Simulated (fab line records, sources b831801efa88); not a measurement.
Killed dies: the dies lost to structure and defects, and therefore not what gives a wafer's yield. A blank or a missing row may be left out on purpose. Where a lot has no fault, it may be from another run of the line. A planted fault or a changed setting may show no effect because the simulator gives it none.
Split-lot trial    flow gf180mcu    route with 602 steps; 5 lots, 23 wafers read

ON THE SPLIT
At GF_VT_IMPLANT_STRIP_20 (strips in O2/N2), the setting powerW was moved away from the recipe's 1400 W on 10 of the 23 wafers read, by -7.6% to +11.2%. For the rest of the wafers, this setting stayed at what the recipe calls for.

The reading is taken at the split's own step.

THE READING
oesProductAu, in a.u., at GF_VT_IMPLANT_STRIP_20 (strips in O2/N2). Typical for fault-free wafers on this fab line: 0.716 a.u., with standard deviation 0.005 a.u.

wafer   tool, chamber at the split  powerW as run, W  against the recipe  oesProductAu, a.u.  against lot-mates on the recipe
L076.2  plasmaAsher-01, 0           1400              recipe              0.716               -
L076.3  plasmaAsher-01, 0           1503              +7.4%               0.743               +0.025
L076.4  plasmaAsher-01, 1           1400              recipe              0.720               -
L076.5  plasmaAsher-01, 0           1400              recipe              0.718               -
L076.6  plasmaAsher-01, 1           1503              +7.4%               0.738               +0.020
L079.2  plasmaAsher-04, 1           1400              recipe              0.708               -
L079.3  plasmaAsher-04, 0           1400              recipe              0.721               -
L079.6  plasmaAsher-04, 0           1400              recipe              0.706               -
L082.2  plasmaAsher-04, 1           1400              recipe              0.720               -
L082.3  plasmaAsher-04, 0           1557              +11.2%              0.763               +0.043
L082.4  plasmaAsher-04, 1           1557              +11.2%              0.756               +0.036
L082.5  plasmaAsher-04, 0           1400              recipe              0.721               -
L082.6  plasmaAsher-04, 1           1400              recipe              0.720               -
L083.1  plasmaAsher-04, 0           1400              recipe              0.716               -
L083.3  plasmaAsher-04, 1           1400              recipe              0.713               -
L083.4  plasmaAsher-04, 0           1294              -7.6%               0.686               -0.028
L083.5  plasmaAsher-04, 1           1294              -7.6%               0.687               -0.027
L083.6  plasmaAsher-04, 0           1294              -7.6%               0.691               -0.023
L084.1  plasmaAsher-01, 1           1505              +7.5%               0.740               +0.030
L084.3  plasmaAsher-01, 0           1505              +7.5%               0.747               +0.037
L084.4  plasmaAsher-01, 1           1400              recipe              0.706               -
L084.5  plasmaAsher-01, 1           1400              recipe              0.715               -
L084.6  plasmaAsher-01, 0           1505              +7.5%               0.741               +0.031

FIT RESULTS
A straight line over all 23 wafers: oesProductAu changes by +0.0037 a.u. for each +1% of powerW; r = +0.97; the points scatter about the line by 0.0048 a.u.
The same after taking each lot's own level away (the mean of its wafers on the recipe; 23 wafers): +0.0036 a.u. for each +1%; r = +0.98; scatter 0.0043 a.u.
According to that fit, moving powerW by its largest amount changes the reading by 0.04 a.u.
Measured against the standard deviation above, the lots' own levels, which go from 0.7105 to 0.7203 a.u., span 2.0 times it.
The two slopes are in agreement: the lot-to-lot level therefore moves the slope only a little.
Check: with one of the wafers moved furthest among these (+11.2%) left out of the fit, the line predicts +0.0403 a.u. for it against its lot-mates. Against them it came out at +0.0427 a.u.
Tool readings at the split's step, against how far the setting was moved: oesProductAu r = +0.97; stripTimeToEndpointS r = -1.00.

THESE WAFERS: OTHER SPLITS
These wafers also went through other splits before the reading. Each is held against what the fit with the lots' levels taken away leaves over:
other split on the same wafers      wafers away from the commonest value  r with oesProductAu (lot level and that fit taken away)
GF_STI_CVD_03 tempC                 15                                    -0.32
GF_STI_ETCH_13 timeS                6                                     -0.21
GF_NWELL_COAT_02 spinRpm            9                                     -0.09
GF_NWELL_STRIP_10 o2FlowSccm        7                                     -0.07
GF_LVPWELL_COAT_02 resistThkNm      9                                     +0.01
GF_LVPWELL_IMPLANT_08 doseCm2       7                                     -0.01
GF_MVPSD_IMPLANT_09 doseCm2         7                                     +0.25
GF_VT_IMPLANT_IMPLANT_08 energyKev  12                                    +0.16

THE WHOLE CHAIN: every reading that the file lists as answering this split, in the file's order
step                    what it does     reading               change (the file's fit)                    r (the file's)
GF_VT_IMPLANT_STRIP_20  strips in O2/N2  oesProductAu          +0.00356 a.u. for each +1% of the setting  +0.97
GF_VT_IMPLANT_STRIP_20  strips in O2/N2  stripTimeToEndpointS  withheld for each +1% of the setting       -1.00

FILE'S OWN FIT
oesProductAu changes by +0.00356 a.u. for each +1% of powerW, r = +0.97.
